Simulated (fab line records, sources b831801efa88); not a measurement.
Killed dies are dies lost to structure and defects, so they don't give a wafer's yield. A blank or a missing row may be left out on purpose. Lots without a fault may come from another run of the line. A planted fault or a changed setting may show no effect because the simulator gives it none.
fab line records | flow sky130
record lots=5 wafers=15 last_day=49
route steps=708 shown CONTACT@425 METAL1@434 VIA1@458 PAD_OPEN@708
lots that met no fault: from a run of the same line without faults
start_h: hours from the record's first day to the start of the lot's first wafer shown | wait_h: hours since the lot's step before | " the same as in the row above | L1.1+2: a row that stands for several wafers | - no value, or no start given | * or withheld: withheld | < > ~ a bound
route shown NAME@n: a module of which the file shows steps, and the number in the route of the first | usual: mean/standard deviation of fault-free wafers | same: alike in all rows | chamber/n: place in a boat | sites: the reading at each site | _std_site: their standard deviation | _edge_site: outer sites' mean less inner sites' | radius_mm: how far each site lies from the wafer's centre | mask NAME#n: copy n | behind: the tool/chamber that last shaped the wafer | hold: why the lot was held/for how many hours/how that ended | device: the transistor (n, p or np) that didn't switch | end of line: the same wafers' tests at the end of the route | a step without rows: its recipe alone | killed: dies lost to structure and defects at the first sort, not the wafer's yield | map: a wafer's dies, x killed, . not, _ none there
set.NAME: the setting as run; set.NAME@STEP: as run at that earlier step | model.NAME: the simulator's own value behind a step, which no gauge read
lots at some steps of the route; a table a step, a row a wafer
services: from which hour (start_h, from the record's first day; less than 0 if before it) a tool's chamber was out of use, for how many hours, and why
## steps
# step SKY_CONTACT_STRIP_19
# recipe chemistry=O2/N2 power_w=1400 pressure_mtorr=1500 platen_temp_c=withheld o2_flow_sccm=3000 n2_flow_sccm=300 overash_fraction=0.5
# step SKY_CONTACT_STRIP_20
# recipe chemistry=post_etch_residue_remover time_s=1200 temp_c=72.5
# step SKY_CONTACT_CLEAN_21
# recipe chemistry=IPA time_s=180 temp_c=25
# step SKY_CONTACT_CLEAN_22
# recipe chemistry=O3/DIW dry=n2_spin
# step SKY_CONTACT_SPUTTER_23
# recipe material=TiN target_thk_nm=20 chamber_pressure_pa=5 power_w=4000 time_s=80
# usual throttle_valve_pct=29.7/1.4
# columns lot.wafer tool chamber start_h wait_h throttle_valve_pct
L188.2 pvd_sputter-02 - 746.00 0.0 27.4
L188.3 " - " " 29.6
L188.6 " - " " 27.6
L191.2 pvd_sputter-04 - 764.37 0.0 29.4
L191.4 " - " " 30.9
L191.5 " - " " 27.7
L197.1 pvd_sputter-01 - 823.99 0.0 30.0
L197.3 " - " " 32.4
L197.5 " - " " 30.1
L200.4 pvd_sputter-04 - 841.15 0.0 29.8
L200.5 " - " " 31.0
L200.6 " - " " 29.4
L204.1 pvd_sputter-04 - 870.86 0.0 29.2
L204.3 " - " " 29.9
L204.5 " - " " 30.0
# step SKY_CONTACT_CVD_24
# recipe material=W target_thk_nm=340 time_s=102.12 temp_c=400 pressure_torr=40
# step SKY_CONTACT_RS_MEAS_25
# recipe thk_meas_gauge=four-point-probe reads=W_of_CONTACT_CVD_24+TiN_of_CONTACT_SPUTTER_23
# usual CONTACT_W_RS=0.339/0.0051
# columns lot.wafer tool chamber start_h wait_h CONTACT_W_RS[ohm/sq]
L188.2 film_metro-01 - 746.19 0.1 0.337
L188.3 " - " " 0.334
L188.6 " - " " 0.335
L191.2 film_metro-02 - 764.56 0.1 0.340
L191.4 " - " " 0.339
L191.5 " - " " 0.341
L197.1 film_metro-04 - 824.16 0.1 0.329
L197.3 " - " " 0.334
L197.5 " - " " 0.338
L200.4 film_metro-01 - 841.38 0.1 0.332
L200.5 " - " " 0.330
L200.6 " - " " 0.335
L204.1 film_metro-02 - 871.03 0.1 0.343
L204.3 " - " " 0.343
L204.5 " - " " 0.338
# step SKY_CONTACT_THK_MEAS_26
# recipe thk_meas_gauge=xrf reads=W_of_CONTACT_CVD_24
# usual CONTACT_W_THK=346/6.6
# columns lot.wafer tool chamber start_h wait_h CONTACT_W_THK[nm]
L188.2 film_metro-01 - 746.30 0.1 342
L188.3 " - " " 349
L188.6 " - " " 347
L191.2 film_metro-02 - 764.67 0.1 352
L191.4 " - " " 353
L191.5 " - " " 352
L197.1 film_metro-04 - 824.28 0.1 361
L197.3 " - " " 358
L197.5 " - " " 355
L200.4 film_metro-01 - 841.47 0.1 349
L200.5 " - " " 349
L200.6 " - " " 345
L204.1 film_metro-02 - 871.15 0.1 348
L204.3 " - " " 350
L204.5 " - " " 354
# step SKY_CONTACT_CMP_27
# recipe stop_on=SiO2 t_overpolish_s=15 down_force_psi=3.5 platen_rpm=60 target_thk_nm=0 pad_velocity_m_s=0.94248
# step SKY_METAL1_SPUTTER_00
# recipe material=Ti target_thk_nm=15 power_w=3000 time_s=10 chamber_pressure_pa=0.4
# step SKY_METAL1_SPUTTER_01
# recipe material=TiN target_thk_nm=20 power_w=6500 time_s=16.7 chamber_pressure_pa=0.4
# usual throttle_valve_pct=29.8/1.2
# columns lot.wafer tool chamber start_h wait_h throttle_valve_pct
L188.2 pvd_sputter-02 - 746.67 0.0 27.6
L188.3 " - " " 29.8
L188.6 " - " " 31.1
L191.2 pvd_sputter-01 - 765.04 0.0 30.1
L191.4 " - " " 28.4
L191.5 " - " " 29.9
L197.1 pvd_sputter-03 - 824.67 0.0 30.0
L197.3 " - " " 29.9
L197.5 " - " " 29.9
L200.4 pvd_sputter-01 - 841.82 0.0 28.4
L200.5 " - " " 32.4
L200.6 " - " " 30.0
L204.1 pvd_sputter-03 - 871.53 0.0 28.7
L204.3 " - " " 29.8
L204.5 " - " " 28.9
# step SKY_METAL1_SPUTTER_02
# recipe material=AlCu target_thk_nm=250 power_w=10600 time_s=13.3 chamber_pressure_pa=0.4
# step SKY_METAL1_SPUTTER_03
# recipe material=Ti target_thk_nm=5 power_w=3000 time_s=3.3 chamber_pressure_pa=0.4
# usual throttle_valve_pct=29.8/1.2
# columns lot.wafer tool chamber start_h wait_h throttle_valve_pct
L188.2 pvd_sputter-02 - 746.72 0.0 27.8
L188.3 " - " " 29.5
L188.6 " - " " 30.9
L191.2 pvd_sputter-01 - 765.09 0.0 30.0
L191.4 " - " " 28.3
L191.5 " - " " 30.0
L197.1 pvd_sputter-03 - 824.72 0.0 30.3
L197.3 " - " " 30.0
L197.5 " - " " 30.1
L200.4 pvd_sputter-01 - 841.87 0.0 28.4
L200.5 " - " " 32.3
L200.6 " - " " 30.3
L204.1 pvd_sputter-03 - 871.58 0.0 28.7
L204.3 " - " " 29.9
L204.5 " - " " 28.7
# step SKY_METAL1_SPUTTER_04
# recipe material=TiN target_thk_nm=70 power_w=6500 time_s=58.3 chamber_pressure_pa=0.4
# step SKY_METAL1_RS_MEAS_05
# recipe thk_meas_gauge=four-point-probe reads=TiN_of_METAL1_SPUTTER_04+Ti_of_METAL1_SPUTTER_03+AlCu_of_METAL1_SPUTTER_02+TiN_of_METAL1_SPUTTER_01+Ti_of_METAL1_SPUTTER_00
# usual METAL1_ALCU_RS=0.1267/0.0014
# columns lot.wafer tool chamber start_h wait_h METAL1_ALCU_RS[ohm/sq]
L188.2 film_metro-04 - 746.82 0.1 0.1285
L188.3 " - " " 0.1241
L188.6 " - " " 0.1288
L191.2 film_metro-03 - 765.18 0.0 0.1284
L191.4 " - " " 0.1287
L191.5 " - " " 0.1272
L197.1 film_metro-03 - 824.78 0.0 0.1245
L197.3 " - " " 0.1257
L197.5 " - " " 0.1260
L200.4 film_metro-04 - 842.01 0.1 0.1258
L200.5 " - " " 0.1265
L200.6 " - " " 0.1243
L204.1 film_metro-04 - 871.65 0.0 0.1262
L204.3 " - " " 0.1265
L204.5 " - " " 0.1269
# step SKY_METAL1_THK_MEAS_06
# recipe thk_meas_gauge=xrf reads=AlCu_of_METAL1_SPUTTER_02
# usual METAL1_ALCU_THK=250.0/2.8
# columns lot.wafer tool chamber start_h wait_h METAL1_ALCU_THK[nm]
L188.2 film_metro-04 - 746.93 0.1 247.3
L188.3 " - " " 257.0
L188.6 " - " " 247.8
L191.2 film_metro-03 - 765.29 0.1 247.8
L191.4 " - " " 247.7
L191.5 " - " " 248.8
L197.1 film_metro-03 - 824.90 0.1 255.4
L197.3 " - " " 251.1
L197.5 " - " " 249.3
L200.4 film_metro-04 - 842.10 0.1 251.4
L200.5 " - " " 252.1
L200.6 " - " " 254.4
L204.1 film_metro-04 - 871.77 0.1 249.3
L204.3 " - " " 248.5
L204.5 " - " " 249.1
# step SKY_METAL1_DEHYDRATE_07
# recipe temp_c=200 time_s=60
# step SKY_METAL1_HMDS_08
# recipe prime_time_s=60 prime_temp_c=120
# step SKY_METAL1_COAT_09
# recipe resist=BARC temp_c=withheld time_s=withheld spin_rpm=3000 resist_thk_nm=60
# step SKY_METAL1_COAT_10
# recipe resist=KrF-thick spin_rpm=3000 resist_thk_nm=450
# step SKY_METAL1_SOFTBAKE_11
# recipe temp_c=100 time_s=90 resist=KrF-thick
# step SKY_METAL1_EXPOSE_12
# recipe mask_id=MM1 na=0.8 source_shape=annular sigma_inner=0.55 sigma_outer=0.85 target_cd_nm=140 dose_mj=28
# step SKY_METAL1_PEB_13
# recipe peb_temp_c=withheld peb_time_s=withheld resist=KrF-thick
# step SKY_METAL1_DEVELOP_14
# recipe develop_time_s=60 resist=KrF-thick dev_temp_c=21
# step SKY_METAL1_CD_MEAS_15
# recipe target_cd_nm=140
# usual cd_nm=140.2/1.5
# columns lot.wafer tool chamber start_h wait_h cd_nm
L188.2 cd_sem-02 - 773.90 - 141.9
L188.3 " - " " 139.7
L188.6 " - " " 140.7
L191.2 cd_sem-01 - 792.07 - 137.8
L191.4 " - " " 138.4
L191.5 " - " " 138.4
L197.1 cd_sem-02 - 851.60 - 142.4
L197.3 " - " " 142.3
L197.5 " - " " 141.5
L200.4 cd_sem-01 - 867.36 - 141.6
L200.5 " - " " 140.3
L200.6 " - " " 140.4
L204.1 cd_sem-01 - 898.18 - 139.3
L204.3 " - " " 139.0
L204.5 " - " " 139.5
# step SKY_METAL1_OVL_MEAS_16
# usual METAL1_OVL=1/5.4
# columns lot.wafer tool chamber start_h wait_h METAL1_OVL[nm]
L188.2 overlay-02 - 774.00 0.1 5
L188.3 " - " " -4
L188.6 " - " " 5
L191.2 overlay-02 - 792.18 0.1 4
L191.4 " - " " -2
L191.5 " - " " 6
L197.1 overlay-02 - 851.72 0.1 1
L197.3 " - " " 0
L197.5 " - " " 7
L200.4 overlay-02 - 867.44 0.1 -2
L200.5 " - " " 3
L200.6 " - " " -4
L204.1 overlay-02 - 898.30 0.1 10
L204.3 " - " " 10
L204.5 " - " " 8
# step SKY_METAL1_DESCUM_17
# recipe chemistry=O2 source_power_w=150 bias_power_w=0 pressure_mtorr=10 temp_c=40 time_s=8
# step SKY_METAL1_ETCH_18
# recipe chemistry=N2/H2 target=BARC ion_energy_ev=200 bias_w=100 pressure_mtorr=30 n2_flow_sccm=100 h2_flow_sccm=200 icp_w=500 stop_on=SiO2 time_s=45.9 target_depth_a=600
# usual drypump_motor_current_A=5.5/0.53 he_backside_leak_sccm=3.3/0.4 oes_product_au=0.855/0.005 throttle_valve_pct=13.226/0.01
# columns lot.wafer tool chamber start_h wait_h drypump_motor_current_A he_backside_leak_sccm oes_product_au rf_hours_counter_h throttle_valve_pct
L188.2 rie_metal-02 1 774.06 0.0 4.9 3.1 0.861 2 13.226
L188.3 " 0 " " 5.1 3.1 0.853 - 13.207
L188.6 " 1 " " 4.9 3.1 0.853 - 13.220
L191.2 rie_metal-02 1 792.24 0.0 4.9 3.2 0.860 2 13.217
L191.4 " 0 " " 5.1 3.0 0.854 - 13.215
L191.5 " 0 " " 5.1 3.1 0.852 - 13.234
L197.1 rie_metal-03 0 851.79 0.0 5.4 3.1 0.857 2 13.242
L197.3 " 1 " " 6.1 3.5 0.858 - 13.215
L197.5 " 1 " " 6.2 3.5 0.858 - 13.237
L200.4 rie_metal-04 0 867.51 0.0 6.2 3.2 0.854 - 13.214
L200.5 " 0 " " 6.2 6.1 0.859 - 13.231
L200.6 " 1 " " 4.9 3.0 0.857 - 13.226
L204.1 rie_metal-02 0 898.37 0.0 5.1 3.0 0.846 4 13.227
L204.3 " 0 " " 5.2 3.0 0.863 - 13.203
L204.5 " 0 " " 5.2 3.2 0.857 - 13.242
# step SKY_METAL1_METAL_ETCH_19
# recipe target_depth_a=3600 stop_on=SiO2 over_etch_frac=0.3 time_s=78 chemistry=Cl2/BCl3 resist_sidewall_deg=88 pressure_mtorr=10 icp_w=900 bias_w=48.5 Cl2_flow_sccm=60 bcl3_flow_sccm=30
# step SKY_METAL1_STRIP_20
# recipe chemistry=O2/N2 power_w=1400 pressure_mtorr=1500 platen_temp_c=withheld o2_flow_sccm=3000 n2_flow_sccm=300 overash_fraction=0.5
# usual drypump_motor_current_A=5.9/0.54 oes_product_au=0.343/0.0052 strip_time_to_endpoint_s=2.68/0.042
# columns lot.wafer tool chamber start_h wait_h drypump_motor_current_A oes_product_au rf_hours_counter_h strip_time_to_endpoint_s
L188.2 plasma_asher-02 0 774.22 0.1 4.9 0.337 96 2.68
L188.3 " 1 " " 6.1 0.349 - 2.67
L188.6 " 0 " " 4.9 0.347 - 2.64
L191.2 plasma_asher-04 0 792.39 0.1 6.6 0.345 67 2.67
L191.4 " 1 " " 5.5 0.344 - 2.70
L191.5 " 1 " " 5.5 0.341 - 2.71
L197.1 plasma_asher-04 1 851.94 0.1 5.5 0.337 73 2.64
L197.3 " 1 " " 5.5 0.342 - 2.70
L197.5 " 1 " " 5.5 0.348 - 2.71
L200.4 plasma_asher-01 0 867.67 0.1 6.1 0.340 - 2.69
L200.5 " 0 " " 6.1 0.341 - 2.66
L200.6 " 1 " " 5.7 0.345 - 2.65
L204.1 plasma_asher-01 1 898.52 0.1 5.7 0.347 46 2.75
L204.3 " 0 " " 6.1 0.343 - 2.71
L204.5 " 1 " " 5.7 0.338 - 2.74
# step SKY_METAL1_STRIP_21
# recipe chemistry=post_etch_residue_remover time_s=1200 temp_c=72.5
# step SKY_METAL1_CLEAN_22
# recipe chemistry=IPA time_s=180 temp_c=25
# step SKY_METAL1_CLEAN_23
# recipe chemistry=O3/DIW dry=n2_spin
# step SKY_VIA1_HDPCVD_00
# recipe material=SiO2 target_thk_nm=1030 sigma_open_frac=0.3 time_s=171.7 temp_c=400 sih4_flow_sccm=60 pressure_mtorr=6
# step SKY_VIA1_THK_MEAS_01
# recipe reads=SiO2_of_VIA1_HDPCVD_00
# usual VIA1_HDPCVD_THK=1026/13
# columns lot.wafer tool chamber start_h wait_h VIA1_HDPCVD_THK[nm]
L188.2 film_metro-03 - 775.03 0.1 1040
L188.3 " - " " 1016
L188.6 " - " " 1021
L191.2 film_metro-04 - 793.14 0.1 1021
L191.4 " - " " 1022
L191.5 " - " " 1039
L197.1 film_metro-02 - 852.68 0.1 1026
L197.3 " - " " 1014
L197.5 " - " " 1033
L200.4 film_metro-02 - 868.38 0.0 1038
L200.5 " - " " 1007
L200.6 " - " " 1037
L204.1 film_metro-02 - 899.22 0.1 1019
L204.3 " - " " 1036
L204.5 " - " " 1028
# step SKY_VIA1_CMP_02
# recipe material=SiO2 down_force_psi=4 platen_rpm=60 pad_velocity_m_s=0.94248
# usual motor_current_A=12.0/0.63 retaining_ring_pressure_frac=1.000/0.0052
# columns lot.wafer tool chamber start_h wait_h motor_current_A retaining_ring_pressure_frac
L188.3 cmp-01 3 775.13 0.1 12.3 0.999
L188.2 " 1 " " 10.6 1.002
L188.6 " 3 " " 12.0 1.004
L191.4 cmp-01 0 793.24 0.1 12.2 0.994
L191.2 " 1 " " 10.8 0.998
L191.5 " 3 " " 12.0 0.993
L197.1 cmp-02 1 852.74 0.1 12.2 1.000
L197.3 " 0 " " 12.0 0.994
L197.5 " 2 " " 13.1 1.005
L200.4 cmp-02 3 868.41 0.0 11.7 0.992
L200.6 " 3 " " 12.1 0.998
L200.5 " 0 " " 11.5 1.004
L204.3 cmp-01 0 899.38 0.1 12.7 0.996
L204.1 " 1 " " 11.0 1.002
L204.5 " 3 " " 11.7 0.991
# step SKY_VIA1_BOW_MEAS_03
# recipe mode=bow
# usual VIA1_BOW=82/7.4
# columns lot.wafer tool chamber start_h wait_h VIA1_BOW[um]
L188.2 film_metro-03 - 775.40 0.1 79
L188.3 " - " " 82
L188.6 " - " " 92
L191.2 film_metro-03 - 793.51 0.2 90
L191.4 " - " " 88
L191.5 " - " " 81
L197.1 film_metro-02 - 853.04 0.2 78
L197.3 " - " " 89
L197.5 " - " " 79
L200.4 film_metro-03 - 868.77 0.3 73
L200.5 " - " " 87
L200.6 " - " " 76
L204.1 film_metro-03 - 899.58 0.1 75
L204.3 " - " " 89
L204.5 " - " " 82
# step SKY_VIA1_DEHYDRATE_04
# recipe temp_c=200 time_s=60
# step SKY_VIA1_HMDS_05
# recipe prime_time_s=60 prime_temp_c=120
# step SKY_VIA1_COAT_06
# recipe resist=BARC temp_c=withheld time_s=withheld spin_rpm=3000 resist_thk_nm=60
# step SKY_VIA1_COAT_07
# recipe resist=KrF-thick spin_rpm=3000 resist_thk_nm=450
# step SKY_VIA1_SOFTBAKE_08
# recipe temp_c=100 time_s=90 resist=KrF-thick
# step SKY_PAD_OPEN_PROBE_99
# usual defect_limited_yield=82.4/1.9 killed_at_M0_to_M3=43/6.7 killed_at_M4_up=3.1/1.9 killed_at_contacts=25/5 killed_at_front_end=15/4 killed_at_other=0.4/0.69 killed_dies=87/9.2 killed_on_rim=17/3.6 killed_open=46/7.1 killed_short=40/6.8 sort_bin_3_pad_short=0.9/0.48 sort_bin_5_function=10.3/1.5 sort_bin_6_memory=6.4/1.2 sort_n_pass=405/9.2 sort_yield_pct=82.4/1.9
# same gross_dies=492 killed_at_back_side=0 sort_bin_4_leakage[%]=0 sort_bin_8_speed[%]=0
# columns lot.wafer tool chamber start_h wait_h hold defect_limited_yield[%] killed_at_M0_to_M3 killed_at_M4_up killed_at_contacts killed_at_front_end killed_at_other killed_dies killed_on_rim killed_open killed_short sort_bin_3_pad_short[%] sort_bin_5_function[%] sort_bin_6_memory[%] sort_n_pass sort_yield_pct[%] model.etest.tester.sort_n_pass model.etest.tester.sort_yield_pct model.etest.tester.sort_bin_5_pct model.etest.tester.sort_bin_3_pct
L188.2 prober-02 - 1089.06 0.1 - 81.5 53 4 24 10 0 91 16 43 48 0.6 11.4 6.5 401 81.5 401 81.5 11.38 0.6098
L188.3 prober-02 - 1089.11 0.2 - 83.1 37 4 28 14 0 83 21 39 44 0.6 10.6 5.7 409 83.1 409 83.13 10.57 0.6098
L188.6 prober-02 - 1089.26 0.2 - 83.7 34 3 31 12 0 80 16 45 35 0.6 10.0 5.7 412 83.7 412 83.74 9.959 0.6098
L191.2 prober-02 - 1098.29 0.1 - 78.9 46 2 37 19 0 104 27 63 41 1.0 12.2 7.9 388 78.9 388 78.86 12.2 1.016
L191.4 prober-02 - 1098.39 0.2 - 83.5 39 6 22 14 0 81 19 53 27 1.0 9.3 6.1 411 83.5 411 83.54 9.35 1.016
L191.5 prober-02 - 1098.44 0.2 - 83.9 44 1 18 16 0 79 17 31 48 1.4 10.4 4.3 413 83.9 413 83.94 10.37 1.423
L197.1 prober-01 - 1141.32 0.1 - 80.7 53 2 22 18 0 95 21 56 38 2.0 10.8 6.5 397 80.7 397 80.69 10.77 2.033
L197.3 prober-01 - 1141.42 0.2 - 82.1 45 4 21 18 0 88 19 41 46 0.8 10.6 6.5 404 82.1 404 82.11 10.57 0.813
L197.5 prober-01 - 1141.52 0.2 - 82.1 51 4 12 20 1 88 23 51 35 2.4 9.1 6.3 404 82.1 404 82.11 9.146 2.439
L200.4 prober-01 - 1156.09 0.2 - 80.9 46 2 34 12 0 94 15 58 36 0.8 11.6 6.7 398 80.9 398 80.89 11.59 0.813
L200.5 prober-01 - 1156.14 0.2 - 81.3 59 3 17 13 0 92 16 58 33 1.0 11.2 6.5 400 81.3 400 81.3 11.18 1.016
L200.6 prober-01 - 1156.19 0.2 - 83.5 41 4 20 16 0 81 17 36 44 0.8 8.9 6.7 411 83.5 411 83.54 8.943 0.813
L204.1 prober-01 - 1175.57 0.1 await_dispo/11.3h/release 82.5 37 3 26 18 2 86 24 42 42 0.6 10.2 6.7 406 82.5 406 82.52 10.16 0.6098
L204.3 prober-01 - 1175.67 0.2 await_dispo/11.3h/release 73.0 88 4 19 20 2 133 25 41 42 3.5 17.1 6.5 359 73.0 359 72.97 17.07 3.455
L204.5 prober-01 - 1175.77 0.2 await_dispo/11.3h/release 86.4 39 1 20 6 1 67 10 31 34 1.4 8.3 3.9 425 86.4 425 86.38 8.333 1.423
# killed by level:class
L188.2 VIA1:geometric_particle:open=12 VIA2:geometric_particle:short=8 METAL1:geometric_particle:short=7 CONTACT:geometric_particle:open=7 LI_CONTACT:geometric_particle:open=6 METAL2:geometric_particle:short=6 LOCAL_INTERCONNECT:geometric_particle:short=5 VIA1:geometric_particle:short=5
L188.3 CONTACT:geometric_particle:short=8 LI_CONTACT:geometric_particle:open=7 CONTACT:geometric_particle:open=6 VIA1:geometric_particle:short=6 VIA2:geometric_particle:open=6 LOCAL_INTERCONNECT:geometric_particle:short=5 FIELD_ISO:geometric_particle:short=4 POLY_GATE:geometric_particle:open=4
L188.6 VIA1:geometric_particle:open=13 LI_CONTACT:geometric_particle:short=9 CONTACT:geometric_particle:open=9 LI_CONTACT:geometric_particle:open=7 METAL1:geometric_particle:short=5 VIA1:geometric_particle:short=5 POLY_GATE:geometric_particle:short=4 FIELD_ISO:geometric_particle:open=3
L191.2 VIA1:geometric_particle:open=15 LI_CONTACT:geometric_particle:open=11 CONTACT:geometric_particle:open=10 LOCAL_INTERCONNECT:geometric_particle:short=8 VIA3:geometric_particle:open=7 VIA1:geometric_particle:short=6 VIA2:geometric_particle:open=6 FIELD_ISO:geometric_particle:open=5
L191.4 LI_CONTACT:geometric_particle:open=10 CONTACT:geometric_particle:open=9 VIA1:geometric_particle:open=8 VIA2:geometric_particle:open=6 POLY_GATE:geometric_particle:open=5 METAL2:geometric_particle:open=5 POLY_GATE:geometric_particle:short=4 METAL3:geometric_particle:open=4
L191.5 VIA1:geometric_particle:short=9 VIA1:geometric_particle:open=8 CONTACT:geometric_particle:short=6 METAL1:geometric_particle:short=6 FIELD_ISO:geometric_particle:open=5 METAL3:geometric_particle:short=5 VIA3:geometric_particle:open=5 CONTACT:geometric_particle:open=5
L197.1 VIA1:geometric_particle:open=16 VIA3:geometric_particle:open=9 CONTACT:geometric_particle:open=7 VIA3:geometric_particle:short=6 FIELD_ISO:geometric_particle:short=5 VIA1:geometric_particle:short=5 FIELD_ISO:geometric_particle:open=4 POLY_GATE:geometric_particle:open=4
L197.3 VIA3:geometric_particle:open=8 METAL1:geometric_particle:short=7 CONTACT:geometric_particle:open=6 VIA1:geometric_particle:short=5 FIELD_ISO:geometric_particle:open=5 POLY_GATE:geometric_particle:short=5 LI_CONTACT:geometric_particle:open=5 LOCAL_INTERCONNECT:geometric_particle:short=5
L197.5 VIA1:geometric_particle:open=15 VIA3:geometric_particle:open=10 METAL1:geometric_particle:short=7 VIA1:geometric_particle:short=7 CONTACT:geometric_particle:open=6 LI_CONTACT:geometric_particle:open=4 VIA2:geometric_particle:open=4 METAL2:geometric_particle:short=4
L200.4 CONTACT:geometric_particle:open=16 VIA1:geometric_particle:open=13 VIA2:geometric_particle:open=7 LI_CONTACT:geometric_particle:open=6 CONTACT:geometric_particle:short=6 METAL2:geometric_particle:short=5 VIA3:geometric_particle:open=5 FIELD_ISO:geometric_particle:short=4
L200.5 VIA1:geometric_particle:open=14 VIA2:geometric_particle:open=10 VIA3:geometric_particle:open=9 METAL2:geometric_particle:short=6 LI_CONTACT:geometric_particle:open=6 CONTACT:geometric_particle:open=6 METAL1:geometric_particle:short=6 VIA1:geometric_particle:short=5
L200.6 VIA1:geometric_particle:short=7 VIA3:geometric_particle:open=6 LOCAL_INTERCONNECT:geometric_particle:short=6 CONTACT:geometric_particle:open=6 METAL1:geometric_particle:short=6 FIELD_ISO:geometric_particle:open=5 METAL2:geometric_particle:short=5 VIA2:geometric_particle:open=5
L204.1 VIA1:geometric_particle:open=10 VIA2:geometric_particle:open=9 CONTACT:geometric_particle:short=8 POLY_GATE:geometric_particle:short=5 LI_CONTACT:geometric_particle:open=5 CONTACT:geometric_particle:open=5 METAL2:geometric_particle:short=5 FIELD_ISO:geometric_particle:open=4
L204.3 METAL1:unspecified=48 VIA1:geometric_particle:open=9 CONTACT:geometric_particle:open=8 VIA3:geometric_particle:open=7 VIA2:geometric_particle:open=6 METAL1:geometric_particle:short=6 POLY_GATE:geometric_particle:short=5 CONTACT:geometric_particle:short=5
L204.5 VIA3:geometric_particle:open=9 LI_CONTACT:geometric_particle:open=8 VIA1:geometric_particle:open=8 LI_CONTACT:geometric_particle:short=6 VIA1:geometric_particle:short=4 METAL3:geometric_particle:short=4 CONTACT:geometric_particle:short=3 METAL1:geometric_particle:short=3
# map L204.3 (x killed, . not)
__________x.x......._________
________.x...x..x....._______
______xx....x.....xx...._____
_____xxx.xx.x............____
____..x.x......x....x.x...___
___x...............x.x....x__
__.x...x......x.....x..x..x._
_.....x.x.........x......x...
_.x.x.....x......xx...x....xx
_x.x......x..x.x............x
_..x....x.x.xxxxxx.......x...
_.....x.xxx.xxxx.......x.....
_.x...x..xxxxxxxx...x.......x
_.......xxxxxxxxx............
_.x.x...x.xxxxxxxx.......x...
__x......x.xxxxxx...x.x....._
___...x..xxxxxxx.x.x.......__
____x......xx...x.........___
_____....................____
______.xx....x.........._____
________x...........xx_______
__________..x...x..._________
# map L197.1 (x killed, . not)
__________x......x.x_________
________....x......xx._______
______...........x......_____
_____...........x..x.x...____
____..xx.x...xx..x........___
___...........xx....x....x.__
__.....x.x....xxx.......x..._
_x.x.......x...x.............
_..x.....x.x..xx...x....xx...
_..x.......xx.....x......x...
_x.............x....x..x.....
_.......xx......x........x..x
_x..xxx.............x....x...
_.......xx........x..........
_....x......x..x.....x....xx.
__.x................xx....xx_
___....x......x...x.x...x..__
____.........x......x...xx___
_____...x.x..xxx.........____
______..x....x.........._____
________.x..x..xx..x.._______
__________...xx....._________
## services
# columns tool chamber start_h hours kind
rie_metal-02 1 724.00 - clean
rie_metal-03 - 725.42 0.2 repair
cmp-01 - 730.58 0.5 repair
cmp-02 - 736.22 7.1 pm
cmp-01 - 744.00 4.0 pm
rie_metal-04 - 745.14 1.1 repair
pvd_sputter-02 - 753.21 3.8 repair
rie_metal-03 1 757.71 6.5 repair
plasma_asher-04 - 778.82 2.6 repair
pvd_sputter-02 - 783.89 2.0 repair
pvd_sputter-01 3 784.60 - consumable_replace:kit
pvd_sputter-01 3 784.60 18.0 scheduled_down
pvd_sputter-01 3 784.60 18.0 vent_cycle
rie_metal-03 0 804.55 1.2 repair
cmp-02 - 814.45 0.3 repair
pvd_sputter-03 1 815.27 - consumable_replace:kit
pvd_sputter-03 1 815.27 18.0 scheduled_down
pvd_sputter-03 1 815.27 18.0 vent_cycle
pvd_sputter-02 - 823.24 5.2 repair
pvd_sputter-04 - 850.35 2.1 repair
cmp-01 - 854.13 1.8 repair
rie_metal-03 1 859.70 55.5 repair
plasma_asher-01 - 885.40 2.9 repair
cmp-02 - 894.78 14.8 repair
## key
first_sign step=SKY_PAD_OPEN_PROBE_99 reading=killed_at_M0_to_M3 direction=up sigmas=6.7 usual=43 struck=88
effect step=SKY_PAD_OPEN_PROBE_99 reading=sort_bin_3_pad_short direction=up sigmas=5.3 usual=0.9 struck=3.5
model_effect step=SKY_PAD_OPEN_PROBE_99 value=etest.tester.sort_n_pass without=403 struck=359
met_at SKY_METAL1_SPUTTER_03
struck_wafers L204.3
onset_between 824.72 871.58
fault kind=chamber_particle_source tool=pvd_sputter-03 chamber=- onset_h=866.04 steps=SKY_METAL1_SPUTTER_03 rate_per_visit_cm2=0.68471 end_h=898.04 scope=struck_wafers_only
